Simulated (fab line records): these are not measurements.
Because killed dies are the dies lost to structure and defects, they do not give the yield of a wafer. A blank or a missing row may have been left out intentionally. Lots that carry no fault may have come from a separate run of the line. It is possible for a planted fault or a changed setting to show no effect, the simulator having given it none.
The tool behind it: which one?    flow sfqLine    15 lots with 43 wafers sampled at 4 steps, on a route of 325 steps

== WHAT EACH GAUGE READ, for each wafer ==
SFQ_I3_OVL_MEAS_923.
lot   measured      on          I3_OVL (nm)
L596  day 44 20:25  overlay-01  0 -7 -3
L597  day 44 22:46  overlay-01  5 -10 6
L598  day 51 03:59  overlay-01  -10 2 3
L599  day 51 07:35  overlay-01  1 0 -1
L600  day 55 21:32  overlay-01  8 1 6
L601  day 56 07:08  overlay-01  2 2 -7
L603  day 56 16:44  overlay-02  -8 -5 -13
L605  day 56 20:20  overlay-01  1 0 -5
L606  day 56 23:56  overlay-02  -8 -3 2
L607  day 57 02:20  overlay-01  -2 -7 3
L609  day 57 05:56  overlay-02  -2 -9
L611  day 57 10:44  overlay-02  -5 -16
L614  day 57 22:52  overlay-02  -9 -5 -2
L615  day 58 01:16  overlay-01  3 -3 -4
L616  day 58 04:52  overlay-02  5 4 2

SFQ_R5_OVL_MEAS_935.
lot   measured      on          R5_OVL (nm)
L596  day 65 21:25  overlay-01  -2 -9 -4
L597  day 66 01:00  overlay-01  -4 0 -2
L598  day 66 23:48  overlay-01  3 5 -1
L599  day 67 02:12  overlay-01  -7 -3 -1
L600  day 67 18:50  overlay-01  7 4 7
L601  day 67 20:02  overlay-01  1 -2 3
L603  day 67 23:44  overlay-02  -6 -3 -13
L605  day 68 08:17  overlay-01  2 3 4
L606  day 72 20:34  overlay-01  -1 -1 -5
L607  day 68 11:17  overlay-01  -7 -4 -7
L609  day 73 08:34  overlay-01  1 -5
L611  day 74 00:09  overlay-02  -5 -2
L614  day 77 20:56  overlay-02  4 0 3
L615  day 78 06:26  overlay-01  1 0 -4
L616  day 78 18:27  overlay-02  6 1 4

== WHICH TOOL RAN EACH LOT (tool, then ch and the chambers of the sampled wafers, then the start) ==
lot   SFQ_TRILAYER_JJ_TRILAYER_DEP_SPUTTER_110  SFQ_TRILAYER_A5B_DEP_PECVD_129
L596  pvdSputter-04, day 55 11:48               pecvd-04 ch 0,1, day 65 12:46
L597  pvdSputter-05, day 55 15:24               pecvd-01 ch 1,2, day 65 15:10
L598  pvdSputter-04, day 56 14:12               pecvd-02 ch 0,2, day 66 07:58
L599  pvdSputter-05, day 56 16:36               pecvd-04 ch 1,2, day 66 10:01
L600  pvdSputter-03, day 61 17:01               pecvd-01 ch 0,1,2, day 66 17:34
L601  pvdSputter-03, day 62 04:23               pecvd-04 ch 0,1, day 67 04:32
L603  pvdSputter-03, day 62 14:33               pecvd-04 ch 0,1,2, day 67 11:41
L605  pvdSputter-04, day 62 20:58               pecvd-01 ch 0,1,2, day 67 17:47
L606  pvdSputter-03, day 62 22:46               pecvd-02 ch 0,2, day 67 23:49
L607  pvdSputter-05, day 62 23:23               pecvd-01 ch 1,2, day 67 21:23
L609  pvdSputter-05, day 63 04:46               pecvd-01 ch 1,2, day 68 08:11
L611  pvdSputter-03, day 63 12:34               pecvd-01 ch 0,2, day 69 05:59
L614  pvdSputter-05, day 63 22:10               pecvd-04 ch 0,1, day 73 07:13
L615  pvdSputter-03, day 64 02:18               pecvd-02 ch 1,2, day 73 12:01
L616  pvdSputter-03, day 64 09:30               pecvd-01 ch 0,1,2, day 73 22:49
- SFQ_TRILAYER_JJ_TRILAYER_DEP_SPUTTER_110: material Al, target thk 8 nm, time 10 s.
- SFQ_TRILAYER_A5B_DEP_PECVD_129: deposits SiO2 from SiH4/N2O, time 133.33 s, target thk 600 nm.

== AS READ BY THE TOOLS THEMSELVES (means over the sampled wafers that have a number; for cases with no such wafer, the mark the record gives instead) ==
SFQ_TRILAYER_JJ_TRILAYER_DEP_SPUTTER_110.
lot   tool           throttleValvePct (%)
L596  pvdSputter-04  30.3
L597  pvdSputter-05  29.9
L598  pvdSputter-04  30.5
L599  pvdSputter-05  29.5
L600  pvdSputter-03  29.9
L601  pvdSputter-03  30.1
L603  pvdSputter-03  29.3
L605  pvdSputter-04  30.2
L606  pvdSputter-03  30.1
L607  pvdSputter-05  29.4
L609  pvdSputter-05  29.4
L611  pvdSputter-03  30.1
L614  pvdSputter-05  29.7
L615  pvdSputter-03  30.0
L616  pvdSputter-03  29.2

SFQ_TRILAYER_A5B_DEP_PECVD_129.
lot   tool      heaterPowerOuterW (W)  heaterPowerW (W)  runLengthS (s)  throttleValvePct (%)
L596  pecvd-04  16                     65                161.6           25.0
L597  pecvd-01  26                     81                162.4           25.3
L598  pecvd-02  22                     69                161.4           24.5
L599  pecvd-04  19                     67                160.7           24.7
L600  pecvd-01  26                     80                161.5           25.2
L601  pecvd-04  21                     70                161.3           25.2
L603  pecvd-04  19                     69                160.9           24.6
L605  pecvd-01  27                     81                161.7           25.3
L606  pecvd-02  24                     72                161.8           24.7
L607  pecvd-01  29                     84                173.1           25.4
L609  pecvd-01  24                     75                194.2           25.6
L611  pecvd-01  20                     70                177.6           25.5
L614  pecvd-04  20                     70                161.5           25.1
L615  pecvd-02  33                     82                161.3           24.6
L616  pecvd-01  26                     79                161.7           25.8

== THE ANSWER, worked out from the rows above alone ==
Rule: what is usual is taken from the lots themselves. The widest of any qualifying gaps counts: lots, ordered by their means at a reading, are off when they make up no more than a third of the lots, leave a main group of 4 or more, and stand apart from it by 3 or more times the standard deviation of that group's means. Not used: any main group whose means are identical at the precision the tables above print for the reading. A lot without any number at a reading at which 4 lots or more have one is off too. Any other lot the step has rows for is counted as sound. After the gauges, taken in route order, come the tools' own readings; for these a lot's mean is taken, as printed above. At the first step where some lot is off, the reading lying furthest off is the one used; lots without a number count as furthest.
Off: L607, L609, L611 (SFQ_TRILAYER_A5B_DEP_PECVD_129, runLengthS). For the main group the mean is 161.5 s and the standard deviation 0.42.
A tool fits if, at that step or a process step before it, it ran every lot that is off, and no sound lot after the first of them. None of those tried fits.

== WHAT HAD BEEN PUT IN BY THE SIMULATOR ==
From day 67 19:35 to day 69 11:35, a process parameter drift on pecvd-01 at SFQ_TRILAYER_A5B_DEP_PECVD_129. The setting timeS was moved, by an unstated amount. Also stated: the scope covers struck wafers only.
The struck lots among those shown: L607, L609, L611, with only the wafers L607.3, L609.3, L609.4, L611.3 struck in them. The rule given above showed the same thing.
